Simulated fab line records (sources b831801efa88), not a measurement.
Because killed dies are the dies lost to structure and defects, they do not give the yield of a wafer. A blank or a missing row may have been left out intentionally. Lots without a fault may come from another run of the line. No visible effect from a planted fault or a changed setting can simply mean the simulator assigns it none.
Which tool did it?	flow sky130	42 wafers from 14 lots sampled at 4 of the route's 708 steps

== WHAT THE GAUGES READ, wafer by wafer ==
SKY_FIELD_ISO_CD_MEAS_13 targets a cd of 150 nm.
lot	measured	on	cd-nm (nm)
L547	day 2 06:55	cd-sem-01	147.5 149.4 149.6
L548	day 2 09:07	cd-sem-01	151.8 148.7 150.2
L550	day 2 22:50	cd-sem-02	150.0 150.8 149.3
L551	day 3 02:02	cd-sem-01	147.1 148.1 147.5
L552	day 3 09:02	cd-sem-02	149.4 148.4 149.4
L555	day 4 01:07	cd-sem-01	149.1 150.8 150.2
L558	day 4 13:34	cd-sem-01	148.6 149.8 148.8
L559	day 4 18:24	cd-sem-02	109.3 108.9 110.4
L560	day 5 01:08	cd-sem-02	116.6 116.6 116.6
L561	day 5 07:22	cd-sem-01	151.6 151.2 151.7
L567	day 6 14:40	cd-sem-02	149.5 149.6 150.0
L568	day 6 18:02	cd-sem-01	147.7 146.7 146.8
L569	day 6 23:56	cd-sem-01	150.7 153.3 152.3
L570	day 7 03:53	cd-sem-01	151.1 150.6 149.3

SKY_NWELL_THK_MEAS_02.
lot	measured	on	NWELL_OXIDATION_THK (nm)
L547	day 2 16:29	film-metro-01	9.87 9.77 9.80
L548	day 2 20:48	film-metro-04	9.96 9.81 9.86
L550	day 3 08:31	film-metro-01	9.77 9.62 9.70
L551	day 3 11:17	film-metro-04	9.53 9.80 9.70
L552	day 3 16:42	film-metro-01	10.13 10.25 10.17
L555	day 4 08:26	film-metro-03	10.16 9.96 9.96
L558	day 4 20:49	film-metro-04	9.62 9.66 9.77
L561	day 5 14:22	film-metro-04	9.55 9.90 9.63
L567	day 6 20:29	film-metro-01	9.88 9.93 9.86
L568	day 7 01:44	film-metro-01	9.81 10.00 9.93
L569	day 7 07:04	film-metro-04	9.95 9.87 9.97
L570	day 7 09:58	film-metro-01	10.04 10.12 10.21

SKY_NWELL_RS_MEAS_29: measures by four-point-probe.
lot	measured	on	NWELL_RS (ohm/sq)
L547	day 5 10:44	film-metro-03	624.9 624.3 623.7
L548	day 5 16:26	film-metro-04	627.4 625.6 627.6
L550	day 6 07:38	film-metro-04	625.5 624.7 622.9
L551	day 6 10:47	film-metro-01	623.0 624.4 622.6
L552	day 6 16:56	film-metro-01	626.7 625.6 626.3
L555	day 7 10:20	film-metro-03	625.2 625.2 625.8
L558	day 8 02:35	film-metro-01	622.9 621.1 623.4
L561	day 8 22:14	film-metro-04	627.6 627.7 623.7
L567	day 10 08:26	film-metro-04	627.1 626.5 628.8
L568	day 10 16:40	film-metro-03	628.3 627.4 627.9
L569	day 10 21:31	film-metro-01	621.9 623.3 623.5
L570	day 11 00:59	film-metro-04	627.3 625.6 627.5

== EACH LOT AND THE TOOL THAT RAN IT (in order: tool; ch and the chambers of the sampled wafers; start) ==
lot	SKY_FIELD_ISO_EXPOSE_10
L547	krf-scanner-01 ch 0, day 1 23:31
L548	krf-scanner-02 ch 0, day 2 01:52
L550	krf-scanner-01 ch 0, day 2 14:58
L551	krf-scanner-01 ch 0, day 2 18:20
L552	krf-scanner-02 ch 0, day 3 01:13
L555	krf-scanner-02 ch 0, day 3 16:52
L558	krf-scanner-02 ch 0, day 4 05:43
L559	krf-scanner-02 ch 0, day 4 10:14
L560	krf-scanner-02 ch 0, day 4 16:16
L561	krf-scanner-01 ch 0, day 4 22:13
L567	krf-scanner-01 ch 0, day 6 05:01
L568	krf-scanner-01 ch 0, day 6 08:05
L569	krf-scanner-01 ch 0, day 6 14:34
L570	krf-scanner-01 ch 0, day 6 18:37
- SKY_FIELD_ISO_EXPOSE_10: exposes mask FOM, target cd 150 nm.

== AS READ BY THE TOOLS THEMSELVES (means over the sampled wafers that have a number; for cases with no such wafer, the mark the record gives instead) ==
SKY_FIELD_ISO_EXPOSE_10.
lot	tool	exposure-dose-mJ-cm2	focus-offset-nm (nm)
L547	krf-scanner-01	28.01	0.1
L548	krf-scanner-02	28.15	-0.5
L550	krf-scanner-01	28.00	0.1
L551	krf-scanner-01	27.97	0.3
L552	krf-scanner-02	28.14	0.5
L555	krf-scanner-02	28.14	0.4
L558	krf-scanner-02	28.17	0.3
L559	krf-scanner-02	34.10	-0.5
L560	krf-scanner-02	34.13	0.7
L561	krf-scanner-01	27.99	0.8
L567	krf-scanner-01	27.93	0.0
L568	krf-scanner-01	27.97	-0.8
L569	krf-scanner-01	27.98	0.5
L570	krf-scanner-01	27.96	0.6

== THE ANSWER, worked out from the rows above alone ==
Rule: the usual values come from the lots themselves. The widest of any qualifying gaps counts: lots, ordered by their means at a reading, are off when they make up no more than a third of the lots, leave a main group of 4 or more, and stand apart from it by 3 or more times the standard deviation of that group's means. Not used: any main group whose means are identical at the precision the tables above print for the reading. A lot without any number at a reading at which 4 lots or more have one is off too. Any other lot the step has rows for is counted as sound. Order of review: gauges by route order, followed by the tools' own readings, for which a lot's mean as printed above is used. The first step at which some lot is off is used, and at that step the reading that is off furthest; a lot without a number counts as furthest.
Off, at SKY_FIELD_ISO_CD_MEAS_13 on cd-nm: L559, L560. Mean 149.6 nm and standard deviation 1.4 in the main group.
If a tool, at a process step before that reading, ran all the lots that are off and no sound lot after the first of them, it fits. Not tried: the gauges at SKY_FIELD_ISO_CD_MEAS_13; whatever is off there is also off at SKY_FIELD_ISO_EXPOSE_10, on other tools, and gauge error can't account for it. One candidate fits, namely krf-scanner-02 at SKY_FIELD_ISO_EXPOSE_10. A fault onset in the window from L558 (day 4 05:43, its last sound lot) to L559 (day 4 10:14, its first lot off) fits.
The tool's own readings at SKY_FIELD_ISO_EXPOSE_10 bear it out: on the lots that are off they differ by more than 5 times the standard deviation of the sound lots' means. exposure-dose-mJ-cm2 reads 34.12 there against 28.03 on the sound lots.

== WHAT THE SIMULATOR HAD INSERTED ==
Process parameters drifting: krf-scanner-02 at SKY_FIELD_ISO_EXPOSE_10, beginning at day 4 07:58. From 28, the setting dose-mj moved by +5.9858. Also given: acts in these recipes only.
Shown lots that were struck: L559, L560. The rule above reached the same finding.
